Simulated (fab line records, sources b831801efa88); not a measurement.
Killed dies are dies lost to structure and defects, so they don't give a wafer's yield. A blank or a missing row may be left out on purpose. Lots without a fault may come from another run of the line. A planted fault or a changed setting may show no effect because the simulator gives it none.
fab line records | flow sky130
record lots=7 wafers=21 last_day=50
route steps=708 shown METAL1@455 VIA1@458
lots that met no fault: from a run of the same line without faults
start_h: hours from the record's first day to the start of the lot's first wafer shown | wait_h: hours since the lot's step before | " the same as in the row above | L1.1+2: a row that stands for several wafers | - no value, or no start given | * or withheld: withheld | < > ~ a bound
route shown NAME@n: a module of which the file shows steps, and the number in the route of the first | usual: mean/standard deviation of fault-free wafers | same: alike in all rows | chamber/n: place in a boat | sites: the reading at each site | _std_site: their standard deviation | _edge_site: outer sites' mean less inner sites' | radius_mm: how far each site lies from the wafer's centre | mask NAME#n: copy n | behind: the tool/chamber that last shaped the wafer | hold: why the lot was held/for how many hours/how that ended | device: the transistor (n, p or np) that didn't switch | end of line: the same wafers' tests at the end of the route | a step without rows: its recipe alone | killed: dies lost to structure and defects at the first sort, not the wafer's yield | map: a wafer's dies, x killed, . not, _ none there
set.NAME: the setting as run; set.NAME@STEP: as run at that earlier step | model.NAME: the simulator's own value behind a step, which no gauge read
lots at some steps of the route; a table a step, a row a wafer
services: from which hour (start_h, from the record's first day; less than 0 if before it) a tool's chamber was out of use, for how many hours, and why
## steps
# step SKY_METAL1_STRIP_21
# recipe chemistry=post_etch_residue_remover time_s=1200 temp_c=72.5
# step SKY_METAL1_CLEAN_22
# recipe chemistry=IPA time_s=180 temp_c=25
# step SKY_METAL1_CLEAN_23
# recipe chemistry=O3/DIW dry=n2_spin
# step SKY_VIA1_HDPCVD_00
# recipe material=SiO2 target_thk_nm=1030 sigma_open_frac=0.3 time_s=171.7 temp_c=400 sih4_flow_sccm=60 pressure_mtorr=6
# step SKY_VIA1_THK_MEAS_01
# recipe reads=SiO2_of_VIA1_HDPCVD_00
# usual VIA1_HDPCVD_THK=1024/10
# columns lot.wafer tool chamber start_h wait_h VIA1_HDPCVD_THK[nm]
L696.2 film_metro-01 - 778.33 0.1 1025
L696.3 " - " " 1024
L696.5 " - " " 1027
L700.1 film_metro-01 - 817.77 0.1 1021
L700.3 " - " " 1009
L700.5 " - " " 1026
L707.2 film_metro-03 - 866.03 0.1 1037
L707.3 " - " " 1031
L707.5 " - " " 1025
L708.3 film_metro-01 - 872.09 0.1 1011
L708.5 " - " " 1012
L708.6 " - " " 1034
L709.1 film_metro-04 - 877.38 0.1 1037
L709.3 " - " " 1025
L709.6 " - " " 1019
L714.2 film_metro-03 - 910.80 0.1 1024
L714.4 " - " " 1022
L714.6 " - " " 1010
L717.4 film_metro-03 - 929.97 0.0 1031
L717.5 " - " " 1027
L717.6 " - " " 1018
# step SKY_VIA1_CMP_02
# recipe material=SiO2 down_force_psi=4 platen_rpm=60 pad_velocity_m_s=0.94248
# usual motor_current_A=11.4/1.2 slurry_flow_ml_min=150.0/0.47
# columns lot.wafer tool chamber start_h wait_h motor_current_A slurry_flow_ml_min
L696.3 cmp-01 3 778.38 0.0 10.9 149.6
L696.2 " 0 " " 11.7 150.5
L696.5 " 3 " " 10.3 149.8
L700.1 cmp-01 1 817.83 0.1 11.1 150.2
L700.3 " 0 " " 11.3 149.9
L700.5 " 2 " " 10.8 150.6
L707.3 cmp-01 3 866.08 0.0 10.6 149.6
L707.2 " 2 " " 10.6 149.6
L707.5 " 3 " " 10.9 150.0
L708.3 cmp-02 3 872.23 0.1 9.6 150.2
L708.6 " 1 " " 13.3 150.2
L708.5 " 2 " " 10.9 150.8
L709.1 cmp-01 0 877.44 0.1 11.5 150.2
L709.3 " 1 " " 11.5 149.7
L709.6 " 0 " " 11.2 150.7
L714.2 cmp-02 2 910.90 0.1 10.6 150.3
L714.4 " 3 " " 10.0 149.3
L714.6 " 1 " " 13.1 149.9
L717.4 cmp-01 0 930.10 0.1 11.4 150.0
L717.6 " 2 " " 11.0 149.8
L717.5 " 3 " " 10.9 149.1
# step SKY_VIA1_BOW_MEAS_03
# recipe mode=bow
# usual VIA1_BOW=80/6.9
# columns lot.wafer tool chamber start_h wait_h VIA1_BOW[um]
L696.2 film_metro-01 - 778.70 0.2 87
L696.3 " - " " 86
L696.5 " - " " 81
L700.1 film_metro-04 - 818.13 0.2 81
L700.3 " - " " 80
L700.5 " - " " 82
L707.2 film_metro-01 - 866.40 0.1 77
L707.3 " - " " 75
L707.5 " - " " 69
L708.3 film_metro-03 - 872.47 0.2 72
L708.5 " - " " 70
L708.6 " - " " 87
L709.1 film_metro-04 - 877.74 0.2 72
L709.3 " - " " 68
L709.6 " - " " 80
L714.2 film_metro-01 - 911.17 0.2 89
L714.4 " - " " 91
L714.6 " - " " 97
L717.4 film_metro-04 - 930.36 0.2 81
L717.5 " - " " 80
L717.6 " - " " 76
# step SKY_VIA1_DEHYDRATE_04
# recipe temp_c=200 time_s=60
# step SKY_VIA1_HMDS_05
# recipe prime_time_s=60 prime_temp_c=120
# step SKY_VIA1_COAT_06
# recipe resist=BARC temp_c=withheld time_s=withheld spin_rpm=3000 resist_thk_nm=60
# step SKY_VIA1_COAT_07
# recipe resist=KrF-thick spin_rpm=3000 resist_thk_nm=450
# step SKY_VIA1_SOFTBAKE_08
# recipe temp_c=100 time_s=90 resist=KrF-thick
# step SKY_VIA1_EXPOSE_09
# recipe mask_id=VIM na=0.8 source_shape=annular sigma_inner=0.55 sigma_outer=0.85 target_cd_nm=150 dose_mj=38
# usual exposure_dose_mJ_cm2=37.99/0.033 focus_offset_nm=0.0/0.53
# columns lot.wafer tool chamber start_h wait_h mask exposure_dose_mJ_cm2 focus_offset_nm
L696.2 krf_scanner-02 0 791.72 - VIM#0 38.00 -0.3
L696.3 " 0 " " VIM#0 38.02 -0.2
L696.5 " 0 " " VIM#0 38.02 0.4
L700.1 krf_scanner-02 0 831.88 - VIM#0 38.05 0.3
L700.3 " 0 " " VIM#0 37.99 0.9
L700.5 " 0 " " VIM#0 38.05 0.5
L707.2 krf_scanner-01 - 879.73 - VIM#0 - -
L707.3 " - " " VIM#0 - -
L707.5 " - " " VIM#0 - -
L708.3 krf_scanner-02 - 885.17 - VIM#0 - -
L708.5 " - " " VIM#0 - -
L708.6 " - " " VIM#0 - -
L709.1 krf_scanner-02 - 891.26 - VIM#0 - -
L709.3 " - " " VIM#0 - -
L709.6 " - " " VIM#0 - -
L714.2 krf_scanner-02 0 923.78 - VIM#0 37.97 -0.7
L714.4 " 0 " " VIM#0 37.98 -0.5
L714.6 " 0 " " VIM#0 37.97 -0.4
L717.4 krf_scanner-02 0 943.14 - VIM#0 38.03 0.3
L717.5 " 0 " " VIM#0 38.05 -0.4
L717.6 " 0 " " VIM#0 38.00 -0.4
# step SKY_VIA1_PEB_10
# recipe peb_temp_c=withheld peb_time_s=withheld resist=KrF-thick
## services
# columns tool chamber start_h hours kind
krf_scanner-02 - 768.71 0.8 pm
krf_scanner-01 - 772.84 4.0 pm
krf_scanner-02 - 777.58 1.3 pm
cmp-01 - 784.90 1.9 repair
cmp-01 - 826.16 7.2 pm
krf_scanner-02 - 827.67 0.8 repair
krf_scanner-01 - 831.41 1.0 pm
krf_scanner-02 - 865.10 1.0 pm
krf_scanner-01 - 873.17 0.6 repair
krf_scanner-01 - 890.87 1.3 pm
cmp-02 - 897.99 7.2 pm
krf_scanner-01 - 904.79 0.8 pm
cmp-02 - 912.15 2.3 repair
cmp-02 - 914.48 4.0 pm
cmp-02 - 918.48 - consumable_replace:conditioner
cmp-02 - 918.48 - consumable_replace:pad
krf_scanner-01 - 926.54 21.0 pm
cmp-01 - 928.09 1.7 repair
## key
first_sign step=SKY_VIA1_EXPOSE_09 reading=tool_record direction=missing
effect none on later readings
met_at SKY_VIA1_EXPOSE_09
struck_wafers L707.2,L707.3,L707.5,L708.3,L708.5,L708.6,L709.1,L709.3,L709.6
later_rows_left_out L707.2,L707.3,L707.5,L708.3,L708.5,L708.6,L709.1,L709.3,L709.6
sort_left_out L707.2,L707.3,L707.5,L708.3,L708.5,L708.6,L709.1,L709.3,L709.6
onset_between 831.88 879.73
fault kind=skipped_step_whole tool=krf_scanner-01,krf_scanner-02 chamber=- onset_h=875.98 steps=SKY_VIA1_EXPOSE_09 scope=struck_lots_only
# sort_left_out: the simulated sort isn't trusted on such a fault, so these wafers' sort isn't shown, and their yield isn't known
# later_rows_left_out: the simulator's readings of these wafers behind a module that went badly wrong aren't trusted and aren't shown, but for the sort
